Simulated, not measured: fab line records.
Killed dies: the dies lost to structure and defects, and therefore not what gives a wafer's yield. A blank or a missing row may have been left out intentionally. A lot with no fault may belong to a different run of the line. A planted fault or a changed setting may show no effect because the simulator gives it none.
What tool caused it?    flow sky130    6 lots with 18 wafers sampled at 2 steps, on a route of 708 steps

## WHAT EACH GAUGE READ, for each wafer
SKY_NWELL_RS_MEAS_31: uses a four-point probe to measure.
lot   measured      on             PWDE_RS (ohm/sq)
L142  day 5 12:49   film metro-02  5250 5267 5265
L145  day 6 10:37   film metro-04  5261 5246 5256
L149  day 7 13:29   film metro-04  5274 5242 5254
L153  day 8 10:40   film metro-03  5412 5414 5383
L158  day 9 17:01   film metro-04  5404 5392 5388
L162  day 10 16:40  film metro-03  5260 5252 5267

## WHICH TOOL RAN EACH LOT (tool, then ch and the chambers of the sampled wafers, then the start)
lot   SKY_PWDE_IMPLANT_08
L142  implanter-04 ch 0, day 4 00:45
L145  implanter-04 ch 0, day 4 20:58
L149  implanter-01 ch 0, day 5 21:33
L153  implanter-04 ch 0, day 6 17:10
L158  implanter-04 ch 0, day 7 20:40
L162  implanter-03 ch 0, day 8 19:55
- SKY_PWDE_IMPLANT_08

## THE ANSWER, worked out from the rows above alone
Rule: the lots themselves supply what counts as usual. The widest of any qualifying gaps counts: lots, ordered by their means at a reading, are off when they make up no more than a third of the lots, leave a main group of 4 or more, and stand apart from it by 3 or more times the standard deviation of that group's means. If all means in a main group match to the digits the tables above print for the reading, that group is not used. A lot without any number at a reading at which 4 lots or more have one is off too. Where the step has rows for the other lots, those lots are counted as sound.
Off: at SKY_NWELL_RS_MEAS_31 (PWDE_RS), L153, L158. The main group has a mean of 5258 ohm/sq with a standard deviation of 2.5.
A tool fits if, at a process step before that reading, it ran every lot that is off, and no sound lot after the first of them. Gauges at SKY_NWELL_RS_MEAS_31: tried the same way as those tools. One fits: implanter-04 at SKY_PWDE_IMPLANT_08. A fault onset in the window from L145 (day 4 20:58, its last sound lot) to L153 (day 6 17:10, its first lot off) fits.

## WHAT THE SIMULATOR HAD INSERTED
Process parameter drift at SKY_PWDE_IMPLANT_08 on implanter-04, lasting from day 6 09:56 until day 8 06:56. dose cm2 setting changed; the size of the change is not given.
Lots struck among those shown: L153, L158. The rule given above showed the same thing.
